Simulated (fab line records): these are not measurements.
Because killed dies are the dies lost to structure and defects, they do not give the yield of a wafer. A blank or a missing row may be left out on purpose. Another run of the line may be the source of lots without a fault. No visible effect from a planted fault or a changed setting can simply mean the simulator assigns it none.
Matching of chambers :: flow gf180mcu :: GF_V4_CVD_02 on pecvd-02: 3 sister chambers
The step deposits SiO2 from TEOS, target thk 850 nm, time 94.851 s. 14 wafers are shown with their chamber, then 7 later ones without.

## WAFERS PAIRED WITH THEIR CHAMBERS
wafer: L116.2
chamber: 1
heater power outer w (W): 449
heater power w (W): 742
rf fwd power W (W): 596.1

wafer: L116.3
chamber: 2
heater power outer w (W): 518
heater power w (W): 802
rf fwd power W (W): 596.4

wafer: L116.5
chamber: 1
heater power outer w (W): 348
heater power w (W): 590
rf fwd power W (W): 592.9

wafer: L119.4
chamber: 0
heater power outer w (W): 328
heater power w (W): 580
rf fwd power W (W): 597.8

wafer: L119.5
chamber: 2
heater power outer w (W): 422
heater power w (W): 683
rf fwd power W (W): 595.8

wafer: L119.6
chamber: 1
heater power outer w (W): 351
heater power w (W): 598
rf fwd power W (W): 594.3

wafer: L131.1
chamber: 1
heater power outer w (W): 360
heater power w (W): 597
rf fwd power W (W): 596.9

wafer: L131.2
chamber: 2
heater power outer w (W): 452
heater power w (W): 708
rf fwd power W (W): 593.8

wafer: L131.3
chamber: 0
heater power outer w (W): 303
heater power w (W): 533
rf fwd power W (W): 597.8

wafer: L132.3
chamber: 1
heater power outer w (W): 472
heater power w (W): 751
rf fwd power W (W): 596.6

wafer: L132.5
chamber: 2
heater power outer w (W): 403
heater power w (W): 672
rf fwd power W (W): 593.8

wafer: L132.6
chamber: 1
heater power outer w (W): 361
heater power w (W): 588
rf fwd power W (W): 594.3

wafer: L133.3
chamber: 0
heater power outer w (W): 301
heater power w (W): 551
rf fwd power W (W): 597.6

wafer: L133.4
chamber: 2
heater power outer w (W): 508
heater power w (W): 803
rf fwd power W (W): 595.3

SIGNATURES (averages over the wafers above)
reading: heater power outer w
chamber 0: 310.67
chamber 1: 390.17
chamber 2: 460.60
scatter within a chamber: 48.7

reading: heater power w
chamber 0: 554.67
chamber 1: 644.33
chamber 2: 733.60
scatter within a chamber: 66.8

reading: rf fwd power W
chamber 0: 597.733
chamber 1: 595.183
chamber 2: 595.020
scatter within a chamber: 1.28
Rule: for each reading, subtract the chamber's mean from the wafer's reading, divide by that reading's scatter and square the result; add these up over the readings and take the root, which gives the wafer's distance from the chamber. If the next closest chamber is less than 2 further off than the closest, the wafer can't be placed; otherwise it belongs to the closest. The scatter is the square root of a quotient: the sum, over the shown wafers, of each reading's squared deviation from its chamber's mean, divided by wafers minus chambers.

## WAFERS MISSING THEIR CHAMBER
wafer: L133.6
heater power outer w (W): 423
heater power w (W): 711
rf fwd power W (W): 595.3

wafer: L134.1
heater power outer w (W): 515
heater power w (W): 816
rf fwd power W (W): 597.2

wafer: L134.2
heater power outer w (W): 420
heater power w (W): 688
rf fwd power W (W): 595.5

wafer: L134.4
heater power outer w (W): 410
heater power w (W): 664
rf fwd power W (W): 596.6

wafer: L137.2
heater power outer w (W): 419
heater power w (W): 671
rf fwd power W (W): 596.5

wafer: L137.4
heater power outer w (W): 465
heater power w (W): 759
rf fwd power W (W): 596.3

wafer: L137.6
heater power outer w (W): 457
heater power w (W): 763
rf fwd power W (W): 600.7

## CHAMBER TAKEN BY EACH
wafer: L133.6
from the rows above: can't be placed: 2 or 1
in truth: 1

wafer: L134.1
from the rows above: can't be placed: 2 or 1
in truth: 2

wafer: L134.2
from the rows above: can't be placed: 1 or 2
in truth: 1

wafer: L134.4
from the rows above: can't be placed: 1 or 2 or 0
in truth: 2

wafer: L137.2
from the rows above: can't be placed: 1 or 2 or 0
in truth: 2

wafer: L137.4
from the rows above: can't be placed: 2 or 1
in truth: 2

wafer: L137.6
from the rows above: can't be placed: 2 or 1 or 0
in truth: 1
Correctly placed: 0 of 7. From these rows, 7 cannot be placed; in 7 the true chamber is one of the candidates. 0 placed wrongly.
